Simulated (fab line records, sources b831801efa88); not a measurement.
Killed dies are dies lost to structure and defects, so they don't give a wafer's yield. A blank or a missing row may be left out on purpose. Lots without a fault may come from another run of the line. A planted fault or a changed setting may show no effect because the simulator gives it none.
fab line records | flow sky130
record lots=11 wafers=33 last_day=49
route steps=708 shown FIELD_ISO@26 SD_P@329 CONTACT@411 METAL2@485 PAD_OPEN@708
lots that met no fault: from a run of the same line without faults
start_h: hours from the record's first day to the start of the lot's first wafer shown | wait_h: hours since the lot's step before | " the same as in the row above | L1.1+2: a row that stands for several wafers | - no value, or no start given | * or withheld: withheld | < > ~ a bound
route shown NAME@n: a module of which the file shows steps, and the number in the route of the first | usual: mean/standard deviation of fault-free wafers | same: alike in all rows | chamber/n: place in a boat | sites: the reading at each site | _std_site: their standard deviation | _edge_site: outer sites' mean less inner sites' | radius_mm: how far each site lies from the wafer's centre | mask NAME#n: copy n | behind: the tool/chamber that last shaped the wafer | hold: why the lot was held/for how many hours/how that ended | device: the transistor (n, p or np) that didn't switch | end of line: the same wafers' tests at the end of the route | a step without rows: its recipe alone | killed: dies lost to structure and defects at the first sort, not the wafer's yield | map: a wafer's dies, x killed, . not, _ none there
set.NAME: the setting as run; set.NAME@STEP: as run at that earlier step | model.NAME: the simulator's own value behind a step, which no gauge read
steps of the route over a sample of lots; a table a step, a row a wafer
services: from which hour (start_h, from the record's first day; less than 0 if before it) a tool's chamber was out of use, for how many hours, and why
## steps
# step SKY_FIELD_ISO_THK_MEAS_25
# recipe reads=SiO2_of_FIELD_ISO_CVD_24
# usual FIELD_ISO_CVD_24_THK=592/6.5
# columns lot.wafer tool chamber start_h wait_h FIELD_ISO_CVD_24_THK[nm]
L676.3 film_metro-02 - 31.20 0.1 596
L676.4 " - " " 587
L676.6 " - " " 589
L678.3 film_metro-02 - 43.46 0.1 585
L678.5 " - " " 580
L678.6 " - " " 597
L679.1 film_metro-02 - 46.79 0.0 608
L679.4 " - " " 603
L679.6 " - " " 600
L680.1 film_metro-02 - 52.94 0.0 601
L680.3 " - " " 595
L680.4 " - " " 596
L682.2 film_metro-02 - 63.56 0.0 605
L682.3 " - " " 599
L682.5 " - " " 598
L683.2 film_metro-01 - 68.60 0.0 586
L683.4 " - " " 580
L683.5 " - " " 596
L686.2 film_metro-03 - 85.48 0.1 593
L686.3 " - " " 590
L686.6 " - " " 596
L693.1 film_metro-02 - 124.18 0.0 594
L693.2 " - " " 594
L693.4 " - " " 588
L695.1 film_metro-03 - 132.15 0.0 589
L695.2 " - " " 583
L695.6 " - " " 584
L696.1 film_metro-01 - 135.26 0.0 598
L696.3 " - " " 594
L696.6 " - " " 594
L697.1 film_metro-01 - 139.55 0.0 593
L697.4 " - " " 590
L697.6 " - " " 587
# step SKY_SD_P_IMPLANT_09
# recipe species=BF2 energy_kev=20 dose_cm2=3e+15 tilt_deg=0
# usual beam_on_s=13.8/0.62
# columns lot.wafer tool chamber start_h wait_h beam_on_s
L676.3 implanter-02 0 581.90 0.1 13.7
L676.4 " 0 " " 13.2
L676.6 " 0 " " 13.5
L678.3 implanter-01 0 602.65 0.1 14.2
L678.5 " 0 " " 15.3
L678.6 " 0 " " 14.9
L679.1 implanter-01 0 610.33 0.0 14.6
L679.4 " 0 " " 14.8
L679.6 " 0 " " 14.0
L680.1 implanter-01 0 624.71 0.0 14.4
L680.3 " 0 " " 13.9
L680.4 " 0 " " 15.1
L682.2 implanter-01 0 635.57 0.0 14.5
L682.3 " 0 " " 13.7
L682.5 " 0 " " 14.7
L683.2 implanter-02 0 655.40 0.0 13.3
L683.4 " 0 " " 12.8
L683.5 " 0 " " 13.5
L683.2 implanter-02 0 655.72 0.3 13.4
L683.4 " 0 " " 13.6
L683.5 " 0 " " 13.6
L686.2 implanter-02 0 681.03 0.0 13.6
L686.3 " 0 " " 13.3
L686.6 " 0 " " 13.2
L693.1 implanter-02 0 737.21 0.0 13.4
L693.2 " 0 " " 13.3
L693.4 " 0 " " 13.2
L693.1 implanter-02 0 737.52 0.3 13.1
L693.2 " 0 " " 13.6
L693.4 " 0 " " 13.4
L695.1 implanter-01 0 743.76 0.0 14.0
L695.2 " 0 " " 14.0
L695.6 " 0 " " 14.2
L696.1 implanter-02 0 751.55 0.0 13.4
L696.3 " 0 " " 13.1
L696.6 " 0 " " 13.1
L697.1 implanter-01 0 753.11 0.0 14.3
L697.4 " 0 " " 14.0
L697.6 " 0 " " 14.7
# step SKY_SD_P_STRIP_10
# recipe chemistry=O2/N2 power_w=1400 pressure_mtorr=1500 platen_temp_c=withheld o2_flow_sccm=3000 n2_flow_sccm=300 overash_fraction=0.5
# usual drypump_motor_current_A=5.9/0.47 oes_product_au=0.618/0.0045 strip_time_to_endpoint_s=17.49/0.045
# columns lot.wafer tool chamber start_h wait_h drypump_motor_current_A oes_product_au rf_hours_counter_h strip_time_to_endpoint_s
L676.3 plasma_asher-02 0 582.03 0.1 5.3 0.617 - 17.47
L676.4 " 1 " " 6.2 0.621 - 17.43
L676.6 " 1 " " 6.2 0.619 - 17.48
L678.3 plasma_asher-02 1 602.78 0.1 6.2 0.618 - 17.49
L678.5 " 1 " " 6.2 0.615 - 17.49
L678.6 " 0 " " 5.4 0.622 - 17.49
L679.1 plasma_asher-02 1 610.48 0.1 6.2 0.613 84 17.45
L679.4 " 0 " " 5.4 0.618 - 17.42
L679.6 " 0 " " 5.4 0.614 - 17.44
L680.1 plasma_asher-03 0 624.86 0.1 6.2 0.619 48 17.43
L680.3 " 1 " " 5.5 0.611 - 17.47
L680.4 " 0 " " 6.1 0.625 - 17.47
L682.2 plasma_asher-01 1 635.70 0.1 5.7 0.621 88 17.40
L682.3 " 0 " " 6.7 0.623 - 17.47
L682.5 " 0 " " 6.7 0.615 - 17.45
L683.2 plasma_asher-01 1 655.84 0.1 5.8 0.593 90 18.95
L683.4 " 0 " " 6.7 0.597 - 18.95
L683.5 " 1 " " 5.7 0.592 - 18.96
L686.2 plasma_asher-02 0 681.16 0.1 5.4 0.619 89 17.45
L686.3 " 1 " " 6.2 0.611 - 17.47
L686.6 " 1 " " 6.2 0.612 - 17.50
L693.1 plasma_asher-02 1 737.67 0.1 6.2 0.595 95 18.89
L693.2 " 0 " " 5.4 0.593 95 18.89
L693.4 " 1 " " 6.2 0.588 - 18.89
L695.1 plasma_asher-03 1 743.91 0.1 5.5 0.624 62 17.53
L695.2 " 0 " " 6.1 0.617 62 17.55
L695.6 " 1 " " 5.5 0.624 - 17.44
L696.1 plasma_asher-01 1 751.70 0.1 5.8 0.626 1 17.50
L696.3 " 1 " " 5.7 0.626 - 17.49
L696.6 " 0 " " 6.7 0.622 - 17.42
L697.1 plasma_asher-02 1 753.26 0.1 6.2 0.613 97 17.51
L697.4 " 1 " " 6.2 0.625 - 17.48
L697.6 " 1 " " 6.2 0.618 - 17.50
# step SKY_SD_P_TW_MEAS_11
# usual SD_P_TW=2815/24
# columns lot.wafer tool chamber start_h wait_h SD_P_TW
L676.3 film_metro-04 - 582.12 0.1 2813
L676.4 " - " " 2804
L676.6 " - " " 2797
L678.3 film_metro-04 - 602.87 0.1 2806
L678.5 " - " " 2813
L678.6 " - " " 2808
L679.1 film_metro-03 - 610.58 0.1 2834
L679.4 " - " " 2833
L679.6 " - " " 2844
L680.1 film_metro-03 - 624.96 0.1 2842
L680.3 " - " " 2849
L680.4 " - " " 2839
L682.2 film_metro-03 - 635.81 0.1 2835
L682.3 " - " " 2873
L682.5 " - " " 2842
L683.2 film_metro-03 - 656.00 0.1 3163
L683.4 " - " " 3154
L683.5 " - " " 3156
L686.2 film_metro-04 - 681.27 0.1 2794
L686.3 " - " " 2798
L686.6 " - " " 2798
L693.1 film_metro-04 - 737.77 0.1 3105
L693.2 " - " " 3103
L693.4 " - " " 3091
L695.1 film_metro-03 - 744.01 0.1 2822
L695.2 " - " " 2816
L695.6 " - " " 2818
L696.1 film_metro-04 - 751.80 0.1 2815
L696.3 " - " " 2787
L696.6 " - " " 2786
L697.1 film_metro-03 - 753.36 0.1 2806
L697.4 " - " " 2809
L697.6 " - " " 2812
# step SKY_SD_N_RS_MEAS_17
# recipe thk_meas_gauge=four-point-probe
# usual SD_P_RS=147.0/0.36
# columns lot.wafer tool chamber start_h wait_h SD_P_RS[ohm/sq]
L676.3 film_metro-02 - 641.29 0.1 147.2
L676.4 " - " " 147.1
L676.6 " - " " 146.8
L678.3 film_metro-02 - 661.09 0.1 146.6
L678.5 " - " " 146.8
L678.6 " - " " 146.5
L679.1 film_metro-02 - 669.26 0.1 146.1
L679.4 " - " " 146.3
L679.6 " - " " 146.5
L680.1 film_metro-03 - 682.72 0.1 147.2
L680.3 " - " " 147.6
L680.4 " - " " 147.6
L682.2 film_metro-03 - 694.08 0.1 146.9
L682.3 " - " " 146.7
L682.5 " - " " 146.9
L683.2 film_metro-03 - 712.23 0.1 137.8
L683.4 " - " " 137.8
L683.5 " - " " 138.2
L686.2 film_metro-03 - 737.73 0.1 147.3
L686.3 " - " " 147.1
L686.6 " - " " 147.2
L693.1 film_metro-04 - 791.00 0.1 137.8
L693.2 " - " " 137.7
L693.4 " - " " 138.0
L695.1 film_metro-03 - 800.42 0.1 146.9
L695.2 " - " " 147.1
L695.6 " - " " 146.7
L696.1 film_metro-03 - 805.21 0.1 147.2
L696.3 " - " " 147.4
L696.6 " - " " 147.1
L697.1 film_metro-02 - 805.60 0.1 146.3
L697.4 " - " " 146.5
L697.6 " - " " 146.4
# step SKY_CONTACT_BOW_MEAS_05
# recipe mode=bow
# usual CONTACT_BOW=81/6.1
# columns lot.wafer tool chamber start_h wait_h CONTACT_BOW[um]
L676.3 film_metro-03 - 701.44 0.3 84
L676.4 " - " " 86
L676.6 " - " " 86
L678.3 film_metro-01 - 720.98 0.2 81
L678.5 " - " " 77
L678.6 " - " " 76
L679.1 film_metro-01 - 728.46 0.2 88
L679.4 " - " " 98
L679.6 " - " " 80
L680.1 film_metro-03 - 741.40 0.2 83
L680.3 " - " " 78
L680.4 " - " " 90
L682.2 film_metro-02 - 756.10 0.1 83
L682.3 " - " " 87
L682.5 " - " " 77
L683.2 film_metro-01 - 769.90 0.2 83
L683.4 " - " " 75
L683.5 " - " " 83
L686.2 film_metro-02 - 793.01 0.1 78
L686.3 " - " " 79
L686.6 " - " " 77
L693.1 film_metro-01 - 847.17 0.1 88
L693.2 " - " " 74
L693.4 " - " " 88
L695.1 film_metro-03 - 856.66 0.2 86
L695.2 " - " " 80
L695.6 " - " " 78
L696.1 film_metro-01 - 860.83 0.2 83
L696.3 " - " " 76
L696.6 " - " " 85
L697.1 film_metro-02 - 861.48 0.1 86
L697.4 " - " " 93
L697.6 " - " " 79
# step SKY_METAL2_SPUTTER_02
# recipe material=AlCu target_thk_nm=250 power_w=10600 time_s=13.3 chamber_pressure_pa=0.4
# usual throttle_valve_pct=29.8/1.3
# columns lot.wafer tool chamber start_h wait_h throttle_valve_pct
L676.3 pvd_sputter-04 - 787.88 0.0 29.5
L676.4 " - " " 30.1
L676.6 " - " " 28.3
L678.3 pvd_sputter-04 - 807.44 0.0 28.3
L678.5 " - " " 30.2
L678.6 " - " " 28.4
L679.1 pvd_sputter-02 - 813.49 0.0 32.7
L679.4 " - " " 32.8
L679.6 " - " " 29.4
L680.1 pvd_sputter-03 - 830.84 0.0 30.0
L680.3 " - " " 28.8
L680.4 " - " " 28.5
L682.2 pvd_sputter-04 - 838.80 0.0 29.4
L682.3 " - " " 30.0
L682.5 " - " " 28.3
L683.2 pvd_sputter-03 - 851.87 0.0 28.6
L683.4 " - " " 30.3
L683.5 " - " " 30.3
L686.2 pvd_sputter-04 - 876.74 0.0 28.5
L686.3 " - " " 28.4
L686.6 " - " " 30.2
L693.1 pvd_sputter-04 - 927.50 0.0 29.8
L693.2 " - " " 28.2
L693.4 " - " " 29.8
L695.1 pvd_sputter-03 - 938.84 0.0 29.3
L695.2 " - " " 28.9
L695.6 " - " " 29.0
L696.1 pvd_sputter-02 - 941.29 0.0 31.3
L696.3 " - " " 29.5
L696.6 " - " " 32.8
L697.1 pvd_sputter-02 - 942.52 0.0 31.6
L697.4 " - " " 29.2
L697.6 " - " " 29.5
# step SKY_PAD_OPEN_PROBE_99
# usual killed_at_M0_to_M3=44/6.6 killed_at_M4_up=3.4/1.9 killed_at_contacts=25/5.6 killed_at_front_end=15/4.6 killed_at_other=0.3/0.6 killed_dies=88/9.5 killed_open=47/7.1 killed_short=40/6.4
# same gross_dies=492 killed_at_back_side=0
# columns lot.wafer tool chamber start_h wait_h killed_at_M0_to_M3 killed_at_M4_up killed_at_contacts killed_at_front_end killed_at_other killed_dies killed_open killed_short
L686.2 prober-02 - 1137.46 0.1 45 5 22 21 0 93 47 43
L686.3 prober-02 - 1137.51 0.2 52 4 27 18 0 101 52 46
L686.6 prober-02 - 1137.66 0.2 31 2 26 23 2 84 44 39
# killed by level:class
L686.2 VIA1:geometric_particle:open=13 POLY_GATE:geometric_particle:short=10 CONTACT:geometric_particle:open=7 LI_CONTACT:geometric_particle:open=6 METAL3:geometric_particle:short=6 VIA3:geometric_particle:open=5 CONTACT:geometric_particle:short=4 VIA1:geometric_particle:short=4
L686.3 VIA1:geometric_particle:open=14 METAL1:geometric_particle:short=9 VIA1:geometric_particle:short=8 CONTACT:geometric_particle:open=8 VIA3:geometric_particle:open=7 LI_CONTACT:geometric_particle:open=6 POLY_GATE:geometric_particle:short=5 CONTACT:geometric_particle:short=5
L686.6 CONTACT:geometric_particle:open=11 VIA1:geometric_particle:open=8 FIELD_ISO:geometric_particle:short=7 METAL2:geometric_particle:short=6 LI_CONTACT:geometric_particle:open=5 CONTACT:geometric_particle:short=5 VIA3:geometric_particle:open=5 POLY_GATE:geometric_particle:open=4
## services
# columns tool chamber start_h hours kind
implanter-01 - 599.89 0.6 repair
pvd_sputter-02 - 610.82 16.9 repair
implanter-01 - 617.06 1.5 repair
plasma_asher-02 - 620.35 14.6 pm
pvd_sputter-03 - 650.69 3.7 repair
implanter-01 - 659.64 11.1 pm
implanter-02 - 667.74 4.2 repair
implanter-01 - 679.50 3.4 repair
plasma_asher-01 - 733.75 9.0 pm
plasma_asher-01 - 745.79 4.5 repair
plasma_asher-01 - 766.41 6.7 repair
plasma_asher-02 - 766.42 12.0 repair
implanter-01 - 769.15 4.3 pm
pvd_sputter-02 - 776.67 4.0 repair
implanter-02 - 824.74 18.1 pm
plasma_asher-01 - 827.69 14.6 pm
pvd_sputter-03 - 832.97 0.5 repair
implanter-01 - 878.70 9.2 repair
implanter-02 - 889.58 3.1 repair
pvd_sputter-02 - 894.16 0.6 repair
implanter-02 - 899.43 5.6 repair
pvd_sputter-03 - 900.35 0.5 repair
implanter-02 - 914.53 5.0 pm
plasma_asher-02 - 931.11 8.5 repair
## key
first_sign step=SKY_SD_P_IMPLANT_09 reading=visit direction=added
effect step=SKY_SD_P_STRIP_10 reading=strip_time_to_endpoint_s direction=up sigmas=32 usual=* struck=*
effect step=SKY_SD_P_TW_MEAS_11 reading=SD_P_TW direction=up sigmas=13 usual=2815 struck=3129
effect step=SKY_SD_N_RS_MEAS_17 reading=SD_P_RS direction=down sigmas=25 usual=147.0 struck=137.9
met_at SKY_SD_P_IMPLANT_09
struck_lots L683,L693
tester_left_out L683,L693
not_acting_at SKY_FIELD_ISO_THK_MEAS_25,SKY_CONTACT_BOW_MEAS_05,SKY_METAL2_SPUTTER_02
fault kind=repeated_step_whole tool=implanter-01,implanter-02,implanter-03 chamber=- onset_h=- steps=SKY_SD_P_IMPLANT_09 times=1 scope=struck_lots_only
# tester_left_out: of these lots the tester's yield and bins aren't shown, on N5 and GAA mostly nor the transistor test; their killed dies are dies lost to structure and defects alone, not to doping, threshold or leakage, so they don't give the yield
